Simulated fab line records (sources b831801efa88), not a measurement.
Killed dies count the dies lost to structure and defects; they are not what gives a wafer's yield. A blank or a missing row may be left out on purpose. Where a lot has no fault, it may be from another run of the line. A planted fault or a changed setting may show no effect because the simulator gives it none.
Commonality check across tools    flow sky130    13 lots, 39 wafers sampled

REASON FOR OPENING
Of 13 lots, 2 have the reading VT_ADJUST_LVTN_2_TW flagged at SKY_VT_ADJUST_LVTN_TW_MEAS_21. Wafers without a fault read 189.5, standard deviation 1.9.
Rule: a lot is flagged in two cases, either no wafer of it has a number, or all its wafers with numbers fall more than 4 standard deviations from that mean. The rest of the lots are taken to be sound.

lot   measured      on             VT_ADJUST_LVTN_2_TW, wafer by wafer  flag
L123  day 7 23:06   film-metro-01  187.6 189.5 187.6                    
L124  day 8 03:43   film-metro-02  189.4 189.6 189.9                    
L125  day 8 09:19   film-metro-03  192.1 191.8 190.9                    
L126  day 8 19:35   film-metro-03  191.9 192.2 191.4                    
L128  day 9 08:10   film-metro-01  187.9 186.5 187.9                    
L129  day 9 17:07   film-metro-01  188.5 186.3 187.1                    
L130  day 9 21:04   film-metro-02  191.2 191.1 190.8                    
L131  day 10 07:20  film-metro-01  186.4 187.7 186.5                    
L136  day 11 14:11  film-metro-01  177.0 176.0 176.2                    FLAGGED
L137  day 11 22:23  film-metro-03  180.8 179.5 179.3                    FLAGGED
L140  day 13 02:25  film-metro-03  190.6 191.4 191.0                    
L141  day 13 04:57  film-metro-03  191.3 191.1 191.7                    
L145  day 14 07:30  film-metro-01  187.6 187.4 187.6                    
The numbers of the flagged lots are 178.1 on average: -11.4 against the usual, or -6 standard deviations.

WHICH TOOL EACH LOT WENT THROUGH
The record holds 1 process step before the reading, out of a route of 708 steps. Each cell gives the tool, then ch followed by the chambers the sampled wafers passed through, then the start.
lot   flag     SKY_VT_ADJUST_LVTN_IMPLANT_19
L123           implanter-03 ch 0, day 7 22:52
L124           implanter-04 ch 0, day 8 03:29
L125           implanter-01 ch 0, day 8 09:05
L126           implanter-03 ch 0, day 8 19:20
L128           implanter-01 ch 0, day 9 07:56
L129           implanter-04 ch 0, day 9 16:53
L130           implanter-03 ch 0, day 9 20:49
L131           implanter-01 ch 0, day 10 07:05
L136  FLAGGED  implanter-03 ch 0, day 11 13:56
L137  FLAGGED  implanter-03 ch 0, day 11 22:08
L140           implanter-04 ch 0, day 13 02:13
L141           implanter-01 ch 0, day 13 04:43
L145           implanter-01 ch 0, day 14 07:16
What these steps do:
- SKY_VT_ADJUST_LVTN_IMPLANT_19
- SKY_VT_ADJUST_LVTN_TW_MEAS_21

FLAGGED OVER TOTAL, TOOL BY TOOL (the gauges that took the reading come last)
step                           tool           lots run  flagged  share of the flagged lots  sound lots run after its first flagged lot
SKY_VT_ADJUST_LVTN_IMPLANT_19  implanter-01   5         0        none                       -
SKY_VT_ADJUST_LVTN_IMPLANT_19  implanter-03   5         2        all                        0
SKY_VT_ADJUST_LVTN_IMPLANT_19  implanter-04   3         0        none                       -
SKY_VT_ADJUST_LVTN_TW_MEAS_21  film-metro-01  6         1        some                       1 (L145)
SKY_VT_ADJUST_LVTN_TW_MEAS_21  film-metro-02  2         0        none                       -
SKY_VT_ADJUST_LVTN_TW_MEAS_21  film-metro-03  5         1        some                       2 (L140,L141)

THE TABLE: WHAT IT ALLOWS
1 row of the table ran every flagged lot: implanter-03 at SKY_VT_ADJUST_LVTN_IMPLANT_19.
- implanter-03 at SKY_VT_ADJUST_LVTN_IMPLANT_19 ran 5 lots, 2 of them flagged. Its last sound lot is L130 (day 9 20:49), its first flagged lot L136 (day 11 13:56): a fault that began between those two fits. Its own readings lie more than 4 standard deviations out on every wafer of the flagged lots: dose-ions-cm2, faraday-current-uA.
implanter-03 at SKY_VT_ADJUST_LVTN_IMPLANT_19 is the single tool remaining.

WHAT THE SIMULATOR PUT IN
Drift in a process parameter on implanter-03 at SKY_VT_ADJUST_LVTN_IMPLANT_19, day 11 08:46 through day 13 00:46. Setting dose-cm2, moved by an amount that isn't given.
Shown lots that were struck: L136, L137. The rule given above showed the same thing.
